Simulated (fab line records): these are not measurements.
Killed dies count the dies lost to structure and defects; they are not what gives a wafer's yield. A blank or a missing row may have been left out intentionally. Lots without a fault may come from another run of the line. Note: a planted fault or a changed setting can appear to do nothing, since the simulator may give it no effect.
Matching of chambers    flow sky130    SKY_VIA1_ETCH_15 on rie_diel-01 has 4 sister chambers
The step etches SiO2 in C4F8/O2/Ar, stops on TiN, target depth 351 nm, time 54 s. 8 wafers are shown with their chamber, then 9 later ones without.

## WAFERS WITH THEIR CHAMBER
wafer   chamber  oes_product_au (a.u.)
L082.6  3        0.985
L084.6  0        0.972
L085.1  0        0.968
L085.3  3        0.975
L085.6  1        0.969
L087.2  2        0.972
L087.4  1        0.985
L087.5  2        0.974

## WAFERS MISSING THEIR CHAMBER
wafer   oes_product_au (a.u.)
L090.3  0.968
L090.5  0.974
L090.6  0.974
L096.3  0.973
L096.4  0.979
L096.5  0.973
L097.3  0.972
L097.4  0.977
L097.5  0.976

## CHAMBER TAKEN BY EACH
wafer   from the rows above                in truth
L090.3  can't be placed: 0 or 2 or 1 or 3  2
L090.5  can't be placed: 2 or 1 or 0 or 3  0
L090.6  can't be placed: 2 or 1 or 0 or 3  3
L096.3  can't be placed: 2 or 0 or 1 or 3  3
L096.4  can't be placed: 3 or 1 or 2 or 0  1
L096.5  can't be placed: 2 or 0 or 1 or 3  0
L097.3  can't be placed: 2 or 0 or 1 or 3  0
L097.4  can't be placed: 1 or 3 or 2 or 0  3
L097.5  can't be placed: 1 or 2 or 3 or 0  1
Placed correctly: 0 of 9. From these rows, 9 cannot be placed; in 9 the true chamber is one of the candidates. 0 placed wrongly.
How it was worked out, from the rows above alone: a wafer's distance from a chamber is the root of the sum, over the readings, of the square of ((its reading less the chamber's mean) divided by the reading's scatter). If the next closest chamber is less than 2 further off than the closest, the wafer can't be placed; otherwise it belongs to the closest. Each chamber's mean is taken over the wafers shown for it. The scatter is the square root of a quotient: the sum, over the shown wafers, of each reading's squared deviation from its chamber's mean, divided by wafers minus chambers.
